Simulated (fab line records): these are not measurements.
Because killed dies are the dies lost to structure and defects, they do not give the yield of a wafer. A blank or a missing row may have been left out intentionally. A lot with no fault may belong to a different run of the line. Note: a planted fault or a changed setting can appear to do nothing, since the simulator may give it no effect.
Struck lot and sound lot, side by side	flow gf180mcu	14 steps out of a route of 602
Sound: the wafers L676.3, L676.4, L676.6. Wafers struck: L670.2, L670.4, L670.5. The cause is named last.
Per side, at each step with rows, come the tool, then ch with its chambers, and then its first start. Under that, the readings that differ: sound wafers	struck wafers	difference of the means	sigmas: that difference in standard deviations of wafers without a fault.
alike: words and numbers the same on both sides, and readings whose means are apart by under 2 such deviations; not compared: readings that were withheld, readings missing a value for some wafer, numbers with overlapping values and no deviation given by the record, and bounds like >300 which may hide the same value.
A row with sigmas, a row that says differs or no value, or rows on one side alone: a step with any of these is where the two part. When numbers do not overlap yet have no deviation, they are printed without sigmas and do not part them. A reading that every wafer of one side lacks parts them only if that side has two wafers or more.

GF_VT_IMPLANT_RS_MEAS_47: measures by four-point-probe.
  sound on film metro-01, day 11 14:29; struck on film metro-04, day 9 23:34
  alike: NWELL_RS
GF_VT_IMPLANT_RS_MEAS_48: measures by four-point-probe.
  sound on film metro-01, day 11 14:37; struck on film metro-04, day 9 23:41
  alike: LVPWELL_RS
GF_VT_IMPLANT_RS_MEAS_49: measures by four-point-probe.
  sound on film metro-01, day 11 14:44; struck on film metro-04, day 9 23:49
  alike: MVPSD_RS
then, 4 steps without rows for these wafers: GF_VT_IMPLANT_WET_ETCH_50 (etches SiO2 in dHF, target depth 20 nm, time 400 s); GF_DUAL_GATE_CLEAN_00 (cleans in SC1/SC2, time 150 s); GF_DUAL_GATE_CLEAN_01 (cleans in dHF, time 20 s); GF_DUAL_GATE_OXIDATION_02 (stabilise 600 s, purge 300 s, target thk 10.887 nm).
GF_DUAL_GATE_THK_MEAS_03:
  sound on film metro-01, day 11 16:58; struck on film metro-04, day 10 03:22
  alike: DUAL_GATE_OXIDATION_00_THK
then, 4 steps without rows for these wafers: GF_DUAL_GATE_DEHYDRATE_04 (time 60 s); GF_DUAL_GATE_HMDS_05 (prime time 60 s); GF_DUAL_GATE_COAT_06 (resist thk 1000 nm); GF_DUAL_GATE_SOFTBAKE_07 (time 60 s).
GF_DUAL_GATE_EXPOSE_08: exposes mask Dualgate, target cd 700 nm.
  sound on iline stepper-02 ch 0, day 12 02:34; struck on iline stepper-01, day 10 12:54
  no value came back on the struck wafers for exposure dose mJ cm2, focus offset nm (nm), sigma outer; on the sound wafers exposure dose mJ cm2 reads 139.75 140.07 139.90
  alike: mask
after that, 1 step had no rows for these wafers: GF_DUAL_GATE_PEB_09.

## WHERE THEY PART
Only at GF_DUAL_GATE_EXPOSE_08, within this record.

WHY: what had been put in by the simulator
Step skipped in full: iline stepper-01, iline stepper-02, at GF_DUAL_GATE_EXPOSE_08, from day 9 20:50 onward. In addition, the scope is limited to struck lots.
